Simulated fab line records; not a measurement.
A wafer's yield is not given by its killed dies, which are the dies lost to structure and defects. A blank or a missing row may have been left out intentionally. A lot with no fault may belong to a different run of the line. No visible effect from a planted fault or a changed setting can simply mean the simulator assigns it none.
Which tool did it? || flow gf180mcu || 15 lots with 45 wafers sampled at 6 steps, on a route of 602 steps

== WHAT THE GAUGES SHOWED, per wafer ==
No reading from a measuring or inspecting step in the record can be judged against a usual standard deviation.

== TOOL THAT RAN EACH LOT (tool first, then ch and the chambers of the sampled wafers, then the start) ==
{"lot": "L762", "GF_V3_SPUTTER_22": "pvd_sputter-03, day 22 19:35", "GF_V4_ETCH_16": "rie_diel-01 ch 0,1,2, day 24 18:30", "GF_V4_ETCH_17": "rie_diel-01 ch 0,1,2, day 24 18:38 or earlier", "GF_V4_STRIP_18": "plasma_asher-04 ch 0,1, day 24 18:38", "GF_V4_CVD_23": "cvd_w-01 ch 0,1, day 24 19:16", "GF_MIM_SPUTTER_00": "pvd_sputter-01, day 24 19:52"}
{"lot": "L763", "GF_V3_SPUTTER_22": "pvd_sputter-02, day 23 05:14", "GF_V4_ETCH_16": "rie_diel-04 ch 0,1,2, day 25 04:02", "GF_V4_ETCH_17": "rie_diel-04 ch 0,1,2, day 25 04:10 or earlier", "GF_V4_STRIP_18": "plasma_asher-02 ch 0,1, day 25 04:10", "GF_V4_CVD_23": "cvd_w-01 ch 0,1, day 25 04:49", "GF_MIM_SPUTTER_00": "pvd_sputter-04, day 25 05:25"}
{"lot": "L764", "GF_V3_SPUTTER_22": "pvd_sputter-03, day 23 08:56", "GF_V4_ETCH_16": "rie_diel-02 ch 0,1,3, day 25 07:32", "GF_V4_ETCH_17": "rie_diel-02 ch 0,1,3, day 25 07:40 or earlier", "GF_V4_STRIP_18": "plasma_asher-04 ch 0,1, day 25 07:40", "GF_V4_CVD_23": "cvd_w-01 ch 0,1, day 25 08:19", "GF_MIM_SPUTTER_00": "pvd_sputter-01, day 25 08:54"}
{"lot": "L765", "GF_V3_SPUTTER_22": "pvd_sputter-02, day 23 17:46", "GF_V4_ETCH_16": "rie_diel-01 ch 2,3, day 25 15:23", "GF_V4_ETCH_17": "rie_diel-01 ch 2,3, day 25 15:31 or earlier", "GF_V4_STRIP_18": "plasma_asher-02 ch 0,1, day 25 15:31", "GF_V4_CVD_23": "cvd_w-02 ch 0,1, day 25 16:09", "GF_MIM_SPUTTER_00": "pvd_sputter-04, day 25 16:44"}
{"lot": "L767", "GF_V3_SPUTTER_22": "pvd_sputter-01, day 24 16:56", "GF_V4_ETCH_16": "rie_diel-02 ch 0,1, day 26 13:05", "GF_V4_ETCH_17": "rie_diel-02 ch 0,1, day 26 13:15 or earlier", "GF_V4_STRIP_18": "plasma_asher-01 ch 0,1, day 26 13:15", "GF_V4_CVD_23": "cvd_w-02 ch 0,1, day 26 13:55", "GF_MIM_SPUTTER_00": "pvd_sputter-01, day 26 14:28"}
{"lot": "L768", "GF_V3_SPUTTER_22": "pvd_sputter-02, day 24 22:17", "GF_V4_ETCH_16": "rie_diel-01 ch 0,1,2, day 26 18:32", "GF_V4_ETCH_17": "rie_diel-01 ch 1,2, day 26 18:40 or earlier", "GF_V4_STRIP_18": "plasma_asher-02 ch 0,1, day 26 18:40", "GF_V4_CVD_23": "cvd_w-02 ch 0,1, day 26 19:19", "GF_MIM_SPUTTER_00": "pvd_sputter-04, day 26 19:54"}
{"lot": "L769", "GF_V3_SPUTTER_22": "pvd_sputter-03, day 25 06:09", "GF_V4_ETCH_16": "rie_diel-01 ch 0,1,2, day 27 01:41", "GF_V4_ETCH_17": "rie_diel-01 ch 0,1,2, day 27 01:49 or earlier", "GF_V4_STRIP_18": "plasma_asher-02 ch 0,1, day 27 01:49", "GF_V4_CVD_23": "cvd_w-01 ch 0,1, day 27 02:29", "GF_MIM_SPUTTER_00": "-"}
{"lot": "L770", "GF_V3_SPUTTER_22": "pvd_sputter-02, day 25 09:46", "GF_V4_ETCH_16": "rie_diel-01 ch 0,1,2, day 27 06:02", "GF_V4_ETCH_17": "rie_diel-01 ch 0,1,2, day 27 06:10 or earlier", "GF_V4_STRIP_18": "plasma_asher-02 ch 0,1, day 27 06:10", "GF_V4_CVD_23": "cvd_w-02 ch 0,1, day 27 06:50", "GF_MIM_SPUTTER_00": "-"}
{"lot": "L771", "GF_V3_SPUTTER_22": "pvd_sputter-03, day 26 00:40", "GF_V4_ETCH_16": "rie_diel-02 ch 0,2, day 27 19:44", "GF_V4_ETCH_17": "rie_diel-02 ch 0,2, day 27 19:52 or earlier", "GF_V4_STRIP_18": "plasma_asher-04 ch 1, day 27 19:52", "GF_V4_CVD_23": "cvd_w-01 ch 0,1, day 27 20:34", "GF_MIM_SPUTTER_00": "-"}
{"lot": "L773", "GF_V3_SPUTTER_22": "pvd_sputter-01, day 26 21:44", "GF_V4_ETCH_16": "rie_diel-01 ch 0,1,3, day 28 15:20", "GF_V4_ETCH_17": "rie_diel-01 ch 0,1,3, day 28 15:28 or earlier", "GF_V4_STRIP_18": "plasma_asher-02 ch 0,1, day 28 15:28", "GF_V4_CVD_23": "cvd_w-02 ch 0,1, day 28 16:06", "GF_MIM_SPUTTER_00": "pvd_sputter-04, day 28 16:42"}
{"lot": "L774", "GF_V3_SPUTTER_22": "pvd_sputter-01, day 27 06:37", "GF_V4_ETCH_16": "rie_diel-04 ch 0,1,3, day 28 23:51", "GF_V4_ETCH_17": "rie_diel-04 ch 0,1,3, day 28 23:59 or earlier", "GF_V4_STRIP_18": "plasma_asher-01 ch 1, day 28 23:59", "GF_V4_CVD_23": "cvd_w-01 ch 0,1, day 29 00:37", "GF_MIM_SPUTTER_00": "pvd_sputter-02, day 29 01:13"}
{"lot": "L779", "GF_V3_SPUTTER_22": "pvd_sputter-03, day 28 12:56", "GF_V4_ETCH_16": "rie_diel-02 ch 0,1,3, day 30 04:41", "GF_V4_ETCH_17": "rie_diel-02 ch 0,1,3, day 30 04:49 or earlier", "GF_V4_STRIP_18": "plasma_asher-02 ch 0,1, day 30 04:49", "GF_V4_CVD_23": "cvd_w-02 ch 0,1, day 30 05:28", "GF_MIM_SPUTTER_00": "pvd_sputter-04, day 30 06:03"}
{"lot": "L781", "GF_V3_SPUTTER_22": "pvd_sputter-03, day 28 22:58", "GF_V4_ETCH_16": "rie_diel-01 ch 0,3, day 30 14:59", "GF_V4_ETCH_17": "rie_diel-01 ch 0,3, day 30 15:07 or earlier", "GF_V4_STRIP_18": "plasma_asher-02 ch 0,1, day 30 15:07", "GF_V4_CVD_23": "cvd_w-01 ch 0,1, day 30 15:47", "GF_MIM_SPUTTER_00": "pvd_sputter-04, day 30 16:44"}
{"lot": "L782", "GF_V3_SPUTTER_22": "pvd_sputter-01, day 29 08:05", "GF_V4_ETCH_16": "rie_diel-02 ch 0,2,3, day 30 23:20", "GF_V4_ETCH_17": "rie_diel-02 ch 0,2,3, day 30 23:28 or earlier", "GF_V4_STRIP_18": "plasma_asher-01 ch 1, day 30 23:28", "GF_V4_CVD_23": "cvd_w-01 ch 0,1, day 31 00:07", "GF_MIM_SPUTTER_00": "pvd_sputter-04, day 31 00:56"}
{"lot": "L784", "GF_V3_SPUTTER_22": "pvd_sputter-01, day 29 20:29", "GF_V4_ETCH_16": "rie_diel-01 ch 2,3, day 31 11:17", "GF_V4_ETCH_17": "rie_diel-01 ch 2,3, day 31 11:25 or earlier", "GF_V4_STRIP_18": "plasma_asher-02 ch 0,1, day 31 11:25", "GF_V4_CVD_23": "cvd_w-01 ch 0,1, day 31 12:04", "GF_MIM_SPUTTER_00": "pvd_sputter-04, day 31 12:39"}
- GF_V3_SPUTTER_22: material TiN, target thk 10 nm, time 40 s.
- GF_V4_ETCH_16: etches BARC in N2/H2.
- GF_V4_ETCH_17: etches SiO2 in C4F8/O2/Ar, stops on TiN, target depth 630 nm.
- GF_V4_STRIP_18: strips in O2/N2.
- GF_V4_CVD_23: deposits W, target thk 350 nm, time 104.9 s.
- GF_MIM_SPUTTER_00: material Ti, target thk 37.5 nm, time 150 s.

== WHAT THE TOOLS THEMSELVES READ (means of the sampled wafers that have a number; where no wafer has one, the mark that the record gives instead) ==
GF_V3_SPUTTER_22. Usual: chamber_pressure_pa 4.999 Pa, standard deviation 0.0095; throttle_valve_pct 30.3 %, standard deviation 0.96.
{"lot": "L762", "tool": "pvd_sputter-03", "chamber_pressure_pa (Pa)": 4.997, "throttle_valve_pct (%)": 31.1, "flag": ""}
{"lot": "L763", "tool": "pvd_sputter-02", "chamber_pressure_pa (Pa)": 4.995, "throttle_valve_pct (%)": 30.4, "flag": ""}
{"lot": "L764", "tool": "pvd_sputter-03", "chamber_pressure_pa (Pa)": 5.000, "throttle_valve_pct (%)": 30.4, "flag": ""}
{"lot": "L765", "tool": "pvd_sputter-02", "chamber_pressure_pa (Pa)": 5.005, "throttle_valve_pct (%)": 30.5, "flag": ""}
{"lot": "L767", "tool": "pvd_sputter-01", "chamber_pressure_pa (Pa)": 5.006, "throttle_valve_pct (%)": 30.5, "flag": ""}
{"lot": "L768", "tool": "pvd_sputter-02", "chamber_pressure_pa (Pa)": 4.994, "throttle_valve_pct (%)": 30.0, "flag": ""}
{"lot": "L769", "tool": "pvd_sputter-03", "chamber_pressure_pa (Pa)": 4.996, "throttle_valve_pct (%)": 29.7, "flag": ""}
{"lot": "L770", "tool": "pvd_sputter-02", "chamber_pressure_pa (Pa)": 4.993, "throttle_valve_pct (%)": 30.4, "flag": ""}
{"lot": "L771", "tool": "pvd_sputter-03", "chamber_pressure_pa (Pa)": 4.998, "throttle_valve_pct (%)": 29.4, "flag": ""}
{"lot": "L773", "tool": "pvd_sputter-01", "chamber_pressure_pa (Pa)": 5.005, "throttle_valve_pct (%)": 30.5, "flag": ""}
{"lot": "L774", "tool": "pvd_sputter-01", "chamber_pressure_pa (Pa)": 5.004, "throttle_valve_pct (%)": 29.6, "flag": ""}
{"lot": "L779", "tool": "pvd_sputter-03", "chamber_pressure_pa (Pa)": 4.992, "throttle_valve_pct (%)": 30.5, "flag": ""}
{"lot": "L781", "tool": "pvd_sputter-03", "chamber_pressure_pa (Pa)": 4.992, "throttle_valve_pct (%)": 30.4, "flag": ""}
{"lot": "L782", "tool": "pvd_sputter-01", "chamber_pressure_pa (Pa)": 5.002, "throttle_valve_pct (%)": 31.1, "flag": ""}
{"lot": "L784", "tool": "pvd_sputter-01", "chamber_pressure_pa (Pa)": 5.005, "throttle_valve_pct (%)": 30.0, "flag": ""}

GF_V4_ETCH_16. Usual: bias_w 100.00 W, standard deviation 0.29; chamber_pressure_mTorr 29.999 mTorr, standard deviation 0.029; drypump_motor_current_A 5.5 A, standard deviation 0.38; n2_flow_sccm 100.0 sccm, standard deviation 0.32; oes_product_au 0.854 a.u., standard deviation 0.0046; throttle_valve_pct 13.225 %, standard deviation 0.0094.
{"lot": "L762", "tool": "rie_diel-01", "bias_w (W)": 100.06, "chamber_pressure_mTorr (mTorr)": 30.000, "drypump_motor_current_A (A)": 5.4, "n2_flow_sccm (sccm)": 100.1, "oes_product_au (a.u.)": 0.857, "throttle_valve_pct (%)": 13.221, "flag": ""}
{"lot": "L763", "tool": "rie_diel-04", "bias_w (W)": 100.03, "chamber_pressure_mTorr (mTorr)": 29.998, "drypump_motor_current_A (A)": 5.8, "n2_flow_sccm (sccm)": 99.9, "oes_product_au (a.u.)": 0.858, "throttle_valve_pct (%)": 13.230, "flag": ""}
{"lot": "L764", "tool": "rie_diel-02", "bias_w (W)": 99.97, "chamber_pressure_mTorr (mTorr)": 30.013, "drypump_motor_current_A (A)": 5.3, "n2_flow_sccm (sccm)": 100.2, "oes_product_au (a.u.)": 0.855, "throttle_valve_pct (%)": 13.226, "flag": ""}
{"lot": "L765", "tool": "rie_diel-01", "bias_w (W)": 99.45, "chamber_pressure_mTorr (mTorr)": 30.009, "drypump_motor_current_A (A)": 5.7, "n2_flow_sccm (sccm)": 99.9, "oes_product_au (a.u.)": 0.855, "throttle_valve_pct (%)": 13.220, "flag": ""}
{"lot": "L767", "tool": "rie_diel-02", "bias_w (W)": 99.92, "chamber_pressure_mTorr (mTorr)": 30.005, "drypump_motor_current_A (A)": 5.5, "n2_flow_sccm (sccm)": 100.1, "oes_product_au (a.u.)": 0.854, "throttle_valve_pct (%)": 13.221, "flag": ""}
{"lot": "L768", "tool": "rie_diel-01", "bias_w (W)": 99.97, "chamber_pressure_mTorr (mTorr)": 29.998, "drypump_motor_current_A (A)": 5.4, "n2_flow_sccm (sccm)": 100.0, "oes_product_au (a.u.)": 0.857, "throttle_valve_pct (%)": 13.219, "flag": ""}
{"lot": "L769", "tool": "rie_diel-01", "bias_w (W)": "-", "chamber_pressure_mTorr (mTorr)": "-", "drypump_motor_current_A (A)": "-", "n2_flow_sccm (sccm)": "-", "oes_product_au (a.u.)": "-", "throttle_valve_pct (%)": "-", "flag": "OFF"}
{"lot": "L770", "tool": "rie_diel-01", "bias_w (W)": "-", "chamber_pressure_mTorr (mTorr)": "-", "drypump_motor_current_A (A)": "-", "n2_flow_sccm (sccm)": "-", "oes_product_au (a.u.)": "-", "throttle_valve_pct (%)": "-", "flag": "OFF"}
{"lot": "L771", "tool": "rie_diel-02", "bias_w (W)": "-", "chamber_pressure_mTorr (mTorr)": "-", "drypump_motor_current_A (A)": "-", "n2_flow_sccm (sccm)": "-", "oes_product_au (a.u.)": "-", "throttle_valve_pct (%)": "-", "flag": "OFF"}
{"lot": "L773", "tool": "rie_diel-01", "bias_w (W)": 100.04, "chamber_pressure_mTorr (mTorr)": 30.025, "drypump_motor_current_A (A)": 5.5, "n2_flow_sccm (sccm)": 100.1, "oes_product_au (a.u.)": 0.853, "throttle_valve_pct (%)": 13.223, "flag": ""}
{"lot": "L774", "tool": "rie_diel-04", "bias_w (W)": 99.90, "chamber_pressure_mTorr (mTorr)": 29.980, "drypump_motor_current_A (A)": 5.5, "n2_flow_sccm (sccm)": 100.1, "oes_product_au (a.u.)": 0.855, "throttle_valve_pct (%)": 13.229, "flag": ""}
{"lot": "L779", "tool": "rie_diel-02", "bias_w (W)": 100.16, "chamber_pressure_mTorr (mTorr)": 29.977, "drypump_motor_current_A (A)": 5.3, "n2_flow_sccm (sccm)": 100.1, "oes_product_au (a.u.)": 0.856, "throttle_valve_pct (%)": 13.222, "flag": ""}
{"lot": "L781", "tool": "rie_diel-01", "bias_w (W)": 100.08, "chamber_pressure_mTorr (mTorr)": 29.959, "drypump_motor_current_A (A)": 5.7, "n2_flow_sccm (sccm)": 100.0, "oes_product_au (a.u.)": 0.856, "throttle_valve_pct (%)": 13.216, "flag": ""}
{"lot": "L782", "tool": "rie_diel-02", "bias_w (W)": 100.29, "chamber_pressure_mTorr (mTorr)": 29.997, "drypump_motor_current_A (A)": 5.4, "n2_flow_sccm (sccm)": 100.0, "oes_product_au (a.u.)": 0.854, "throttle_valve_pct (%)": 13.229, "flag": ""}
{"lot": "L784", "tool": "rie_diel-01", "bias_w (W)": 100.20, "chamber_pressure_mTorr (mTorr)": 30.002, "drypump_motor_current_A (A)": 5.9, "n2_flow_sccm (sccm)": 99.9, "oes_product_au (a.u.)": 0.852, "throttle_valve_pct (%)": 13.227, "flag": ""}

GF_V4_ETCH_17. Usual: bias_w 1200 W, standard deviation 3.4; chamber_pressure_mTorr 40.00 mTorr, standard deviation 0.036; oes_product_au 0.856 a.u., standard deviation 0.0046.
{"lot": "L762", "tool": "rie_diel-01", "bias_w (W)": 1199, "chamber_pressure_mTorr (mTorr)": 39.99, "oes_product_au (a.u.)": 0.856, "flag": ""}
{"lot": "L763", "tool": "rie_diel-04", "bias_w (W)": 1196, "chamber_pressure_mTorr (mTorr)": 39.98, "oes_product_au (a.u.)": 0.861, "flag": ""}
{"lot": "L764", "tool": "rie_diel-02", "bias_w (W)": 1202, "chamber_pressure_mTorr (mTorr)": 39.99, "oes_product_au (a.u.)": 0.854, "flag": ""}
{"lot": "L765", "tool": "rie_diel-01", "bias_w (W)": 1200, "chamber_pressure_mTorr (mTorr)": 40.00, "oes_product_au (a.u.)": 0.852, "flag": ""}
{"lot": "L767", "tool": "rie_diel-02", "bias_w (W)": 1201, "chamber_pressure_mTorr (mTorr)": 40.02, "oes_product_au (a.u.)": 0.859, "flag": ""}
{"lot": "L768", "tool": "rie_diel-01", "bias_w (W)": 1201, "chamber_pressure_mTorr (mTorr)": 39.99, "oes_product_au (a.u.)": 0.856, "flag": ""}
{"lot": "L769", "tool": "rie_diel-01", "bias_w (W)": 1197, "chamber_pressure_mTorr (mTorr)": 39.99, "oes_product_au (a.u.)": 0.375, "flag": "OFF"}
{"lot": "L770", "tool": "rie_diel-01", "bias_w (W)": 1203, "chamber_pressure_mTorr (mTorr)": 39.99, "oes_product_au (a.u.)": 0.380, "flag": "OFF"}
{"lot": "L771", "tool": "rie_diel-02", "bias_w (W)": 1197, "chamber_pressure_mTorr (mTorr)": 39.96, "oes_product_au (a.u.)": 0.377, "flag": "OFF"}
{"lot": "L773", "tool": "rie_diel-01", "bias_w (W)": 1200, "chamber_pressure_mTorr (mTorr)": 40.02, "oes_product_au (a.u.)": 0.856, "flag": ""}
{"lot": "L774", "tool": "rie_diel-04", "bias_w (W)": 1202, "chamber_pressure_mTorr (mTorr)": 40.00, "oes_product_au (a.u.)": 0.854, "flag": ""}
{"lot": "L779", "tool": "rie_diel-02", "bias_w (W)": 1200, "chamber_pressure_mTorr (mTorr)": 40.02, "oes_product_au (a.u.)": 0.859, "flag": ""}
{"lot": "L781", "tool": "rie_diel-01", "bias_w (W)": 1199, "chamber_pressure_mTorr (mTorr)": 40.02, "oes_product_au (a.u.)": 0.853, "flag": ""}
{"lot": "L782", "tool": "rie_diel-02", "bias_w (W)": 1200, "chamber_pressure_mTorr (mTorr)": 40.01, "oes_product_au (a.u.)": 0.855, "flag": ""}
{"lot": "L784", "tool": "rie_diel-01", "bias_w (W)": 1203, "chamber_pressure_mTorr (mTorr)": 40.02, "oes_product_au (a.u.)": 0.858, "flag": ""}

GF_V4_STRIP_18. Usual: drypump_motor_current_A 5.8 A, standard deviation 0.53; heater_power_w 318 W, standard deviation 16; n2_flow_sccm 300.0 sccm, standard deviation 0.83; oes_product_au 0.592 a.u., standard deviation 0.0047.
{"lot": "L762", "tool": "plasma_asher-04", "drypump_motor_current_A (A)": 5.2, "heater_power_w (W)": 322, "n2_flow_sccm (sccm)": 299.4, "oes_product_au (a.u.)": 0.590, "flag": ""}
{"lot": "L763", "tool": "plasma_asher-02", "drypump_motor_current_A (A)": 6.1, "heater_power_w (W)": 312, "n2_flow_sccm (sccm)": 299.7, "oes_product_au (a.u.)": 0.592, "flag": ""}
{"lot": "L764", "tool": "plasma_asher-04", "drypump_motor_current_A (A)": 5.0, "heater_power_w (W)": 330, "n2_flow_sccm (sccm)": 300.0, "oes_product_au (a.u.)": 0.597, "flag": ""}
{"lot": "L765", "tool": "plasma_asher-02", "drypump_motor_current_A (A)": 6.2, "heater_power_w (W)": 308, "n2_flow_sccm (sccm)": 300.4, "oes_product_au (a.u.)": 0.593, "flag": ""}
{"lot": "L767", "tool": "plasma_asher-01", "drypump_motor_current_A (A)": 5.3, "heater_power_w (W)": 319, "n2_flow_sccm (sccm)": 299.6, "oes_product_au (a.u.)": 0.589, "flag": ""}
{"lot": "L768", "tool": "plasma_asher-02", "drypump_motor_current_A (A)": 6.1, "heater_power_w (W)": 319, "n2_flow_sccm (sccm)": 299.4, "oes_product_au (a.u.)": 0.591, "flag": ""}
{"lot": "L769", "tool": "plasma_asher-02", "drypump_motor_current_A (A)": 6.1, "heater_power_w (W)": 323, "n2_flow_sccm (sccm)": 299.5, "oes_product_au (a.u.)": 0.611, "flag": "OFF"}
{"lot": "L770", "tool": "plasma_asher-02", "drypump_motor_current_A (A)": 6.1, "heater_power_w (W)": 312, "n2_flow_sccm (sccm)": 300.4, "oes_product_au (a.u.)": 0.609, "flag": "OFF"}
{"lot": "L771", "tool": "plasma_asher-04", "drypump_motor_current_A (A)": 5.3, "heater_power_w (W)": 307, "n2_flow_sccm (sccm)": 299.9, "oes_product_au (a.u.)": 0.610, "flag": "OFF"}
{"lot": "L773", "tool": "plasma_asher-02", "drypump_motor_current_A (A)": 6.1, "heater_power_w (W)": 315, "n2_flow_sccm (sccm)": 300.9, "oes_product_au (a.u.)": 0.592, "flag": ""}
{"lot": "L774", "tool": "plasma_asher-01", "drypump_motor_current_A (A)": 5.5, "heater_power_w (W)": 308, "n2_flow_sccm (sccm)": 299.7, "oes_product_au (a.u.)": 0.594, "flag": ""}
{"lot": "L779", "tool": "plasma_asher-02", "drypump_motor_current_A (A)": 6.1, "heater_power_w (W)": 314, "n2_flow_sccm (sccm)": 300.2, "oes_product_au (a.u.)": 0.592, "flag": ""}
{"lot": "L781", "tool": "plasma_asher-02", "drypump_motor_current_A (A)": 6.2, "heater_power_w (W)": 310, "n2_flow_sccm (sccm)": 299.8, "oes_product_au (a.u.)": 0.591, "flag": ""}
{"lot": "L782", "tool": "plasma_asher-01", "drypump_motor_current_A (A)": 5.6, "heater_power_w (W)": 310, "n2_flow_sccm (sccm)": 300.2, "oes_product_au (a.u.)": 0.592, "flag": ""}
{"lot": "L784", "tool": "plasma_asher-02", "drypump_motor_current_A (A)": 6.2, "heater_power_w (W)": 310, "n2_flow_sccm (sccm)": 300.6, "oes_product_au (a.u.)": 0.596, "flag": ""}

GF_V4_CVD_23. Usual: heater_power_w 788 W, standard deviation 110.
{"lot": "L762", "tool": "cvd_w-01", "heater_power_w (W)": 739, "flag": ""}
{"lot": "L763", "tool": "cvd_w-01", "heater_power_w (W)": 744, "flag": ""}
{"lot": "L764", "tool": "cvd_w-01", "heater_power_w (W)": 746, "flag": ""}
{"lot": "L765", "tool": "cvd_w-02", "heater_power_w (W)": 810, "flag": ""}
{"lot": "L767", "tool": "cvd_w-02", "heater_power_w (W)": 790, "flag": ""}
{"lot": "L768", "tool": "cvd_w-02", "heater_power_w (W)": 903, "flag": ""}
{"lot": "L769", "tool": "cvd_w-01", "heater_power_w (W)": 735, "flag": ""}
{"lot": "L770", "tool": "cvd_w-02", "heater_power_w (W)": 812, "flag": ""}
{"lot": "L771", "tool": "cvd_w-01", "heater_power_w (W)": 737, "flag": ""}
{"lot": "L773", "tool": "cvd_w-02", "heater_power_w (W)": 890, "flag": ""}
{"lot": "L774", "tool": "cvd_w-01", "heater_power_w (W)": 739, "flag": ""}
{"lot": "L779", "tool": "cvd_w-02", "heater_power_w (W)": 799, "flag": ""}
{"lot": "L781", "tool": "cvd_w-01", "heater_power_w (W)": 736, "flag": ""}
{"lot": "L782", "tool": "cvd_w-01", "heater_power_w (W)": 728, "flag": ""}
{"lot": "L784", "tool": "cvd_w-01", "heater_power_w (W)": 746, "flag": ""}

GF_MIM_SPUTTER_00. Usual: chamber_pressure_pa 2.000 Pa, standard deviation 0.004; throttle_valve_pct 29.8 %, standard deviation 1.1.
{"lot": "L762", "tool": "pvd_sputter-01", "chamber_pressure_pa (Pa)": 1.996, "throttle_valve_pct (%)": 30.1, "flag": ""}
{"lot": "L763", "tool": "pvd_sputter-04", "chamber_pressure_pa (Pa)": 2.002, "throttle_valve_pct (%)": 29.4, "flag": ""}
{"lot": "L764", "tool": "pvd_sputter-01", "chamber_pressure_pa (Pa)": 1.998, "throttle_valve_pct (%)": 30.7, "flag": ""}
{"lot": "L765", "tool": "pvd_sputter-04", "chamber_pressure_pa (Pa)": 2.003, "throttle_valve_pct (%)": 28.4, "flag": ""}
{"lot": "L767", "tool": "pvd_sputter-01", "chamber_pressure_pa (Pa)": 1.995, "throttle_valve_pct (%)": 31.2, "flag": ""}
{"lot": "L768", "tool": "pvd_sputter-04", "chamber_pressure_pa (Pa)": 2.003, "throttle_valve_pct (%)": 28.8, "flag": ""}
{"lot": "L773", "tool": "pvd_sputter-04", "chamber_pressure_pa (Pa)": 2.002, "throttle_valve_pct (%)": 30.0, "flag": ""}
{"lot": "L774", "tool": "pvd_sputter-02", "chamber_pressure_pa (Pa)": 2.003, "throttle_valve_pct (%)": 29.9, "flag": ""}
{"lot": "L779", "tool": "pvd_sputter-04", "chamber_pressure_pa (Pa)": 2.001, "throttle_valve_pct (%)": 29.3, "flag": ""}
{"lot": "L781", "tool": "pvd_sputter-04", "chamber_pressure_pa (Pa)": 2.003, "throttle_valve_pct (%)": 29.2, "flag": ""}
{"lot": "L782", "tool": "pvd_sputter-04", "chamber_pressure_pa (Pa)": 1.997, "throttle_valve_pct (%)": 29.4, "flag": ""}
{"lot": "L784", "tool": "pvd_sputter-04", "chamber_pressure_pa (Pa)": 2.000, "throttle_valve_pct (%)": 29.2, "flag": ""}

== THE ANSWER, worked out from the rows above alone ==
Rule: take the mean of a lot's wafers that have a number; if it is more than 3 standard deviations from the usual mean, the lot is off. Also off: a lot with no number at a reading for which 4 or more lots have one. Where the step has rows for the other lots, those lots are counted as sound. First the gauges in route order, then the tools' own readings, where a lot's mean is used as printed above. At the first step where some lot is off, the reading lying furthest off is the one used; lots without a number count as furthest.
Off, at GF_V4_ETCH_16 on bias_w: L769, L770, L771. Without a number there: L769, L770, L771.
If a tool, at that step or one of the process steps before it, ran each lot that is off and ran no sound lot following the first of them, it fits. Of those tried, none fits.

== WHAT WAS PUT IN BY THE SIMULATOR ==
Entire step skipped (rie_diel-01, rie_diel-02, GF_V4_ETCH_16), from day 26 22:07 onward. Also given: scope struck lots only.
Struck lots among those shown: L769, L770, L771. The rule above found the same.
